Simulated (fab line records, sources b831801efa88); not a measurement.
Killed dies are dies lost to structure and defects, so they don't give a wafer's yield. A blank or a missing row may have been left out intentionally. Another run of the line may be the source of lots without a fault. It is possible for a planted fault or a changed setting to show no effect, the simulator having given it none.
2 desks, one fault || flow sky130 || what lay behind the numbers comes last; until then each desk has only its own

FROM THE METROLOGY DESK
What the gauges read for every lot (on any tool): the sampled wafers with a number, averaged. If a lot's mean is further than 4 standard deviations from the usual mean, the lot is out of limits and carries the mark OUT (the distance appears in the brackets).
Columns: A = VT_ADJUST_HVTP_TW at SKY_VT_ADJUST_HVTP_TW_MEAS_11, usual 1354; B = SD_N_OVL at SKY_SD_N_OVL_MEAS_08, usual -0.6 nm; C = RES_XHIGH_RS at SKY_SD_N_RS_MEAS_18, usual 332.9 ohm/sq
{"lot": "L120", "first seen here": "day 6 05:18", "A": 1336, "B": -3.3, "C": 333.8}
{"lot": "L121", "first seen here": "day 6 12:50", "A": 1353, "B": -1.4, "C": 333.1}
{"lot": "L122", "first seen here": "day 6 17:08", "A": 1362, "B": -1.9, "C": 331.9}
{"lot": "L123", "first seen here": "day 6 23:56", "A": 1360, "B": -2.3, "C": 333.0}
{"lot": "L124", "first seen here": "day 7 12:05", "A": 1349, "B": 1.2, "C": 334.6}
{"lot": "L129", "first seen here": "day 9 02:29", "A": 1345, "B": -0.9, "C": 334.2}
{"lot": "L133", "first seen here": "day 9 19:59", "A": 1350, "B": 0.0, "C": 332.8}
{"lot": "L134", "first seen here": "day 10 03:50", "A": 1350, "B": -1.6, "C": 333.1}
{"lot": "L135", "first seen here": "day 10 07:57", "A": 1366, "B": -2.0, "C": 334.8}
{"lot": "L136", "first seen here": "day 10 18:05", "A": 1348, "B": 1.4, "C": 332.7}
{"lot": "L139", "first seen here": "day 11 12:42", "A": 1352, "B": -1.4, "C": 332.4}
{"lot": "L140", "first seen here": "day 11 15:25", "A": 1369, "B": -2.3, "C": 332.9}
{"lot": "L141", "first seen here": "day 11 19:53", "A": 1340, "B": 0.1, "C": 332.0}
This desk's finding: nothing out of limits on any of the 13 lots.

DESK OF THE TOOL OWNER: implanter-03
For each lot that ran on this tool, the mean over its sampled wafers that have a number, from the tool's own readings at SKY_SONOS_TUNNEL_IMPLANT_09. If a lot's mean is further than 4 standard deviations from the usual mean, the lot is out of limits and carries the mark OUT (the distance appears in the brackets).
Columns: A = beam_energy_keV at SKY_SONOS_TUNNEL_IMPLANT_09, usual 20.000; B = dose_ions_cm2 at SKY_SONOS_TUNNEL_IMPLANT_09, usual 1.0001e+12; C = end_station_pressure_torr at SKY_SONOS_TUNNEL_IMPLANT_09, usual 5e-06 Torr
{"lot": "L121", "first seen here": "day 11 21:22", "A": 19.994, "B": 1.0005e+12, "C": 5e-06}
{"lot": "L122", "first seen here": "day 12 04:02", "A": 19.996, "B": 1.0000e+12, "C": 5e-06}
{"lot": "L124", "first seen here": "day 13 04:41", "A": 20.009, "B": 1.0005e+12, "C": 5e-06}
{"lot": "L129", "first seen here": "day 15 02:04", "A": "18.676 (-99 or more) OUT", "B": 1.0017e+12, "C": 5e-06}
{"lot": "L133", "first seen here": "day 16 02:40", "A": "18.674 (-99 or more) OUT", "B": 9.9967e+11, "C": 5e-06}
{"lot": "L139", "first seen here": "day 18 05:21", "A": 19.995, "B": 1.0013e+12, "C": 5e-06}
{"lot": "L140", "first seen here": "day 18 07:37", "A": 19.994, "B": 1.0003e+12, "C": 5e-06}
{"lot": "L141", "first seen here": "day 18 14:38", "A": 19.998, "B": 9.9980e+11, "C": 5e-06}
This desk finds L129, L133 out of limits, L129 being first, at day 15 02:04 (beam_energy_keV at SKY_SONOS_TUNNEL_IMPLANT_09). Within limits: L121, L122, L124, L139, L140, L141.

ALL TOGETHER
The tool owner's desk had the chance to raise an alarm at day 15 02:04 on L129, L133.
Nothing out of limits was seen by the metrology desk.
The metrology desk holds a record of L129, L133, inside its limits.
On implanter-03, each named lot ran SKY_SONOS_TUNNEL_IMPLANT_09.

WHAT THE SIMULATOR HAD INSERTED
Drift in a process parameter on implanter-03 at SKY_SONOS_TUNNEL_IMPLANT_09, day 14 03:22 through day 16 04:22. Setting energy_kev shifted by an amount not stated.
Lots struck among those shown: L129, L133.
How many hours passed from the start of the fault until each desk's first out-of-limits reading: the tool owner's desk, 23.
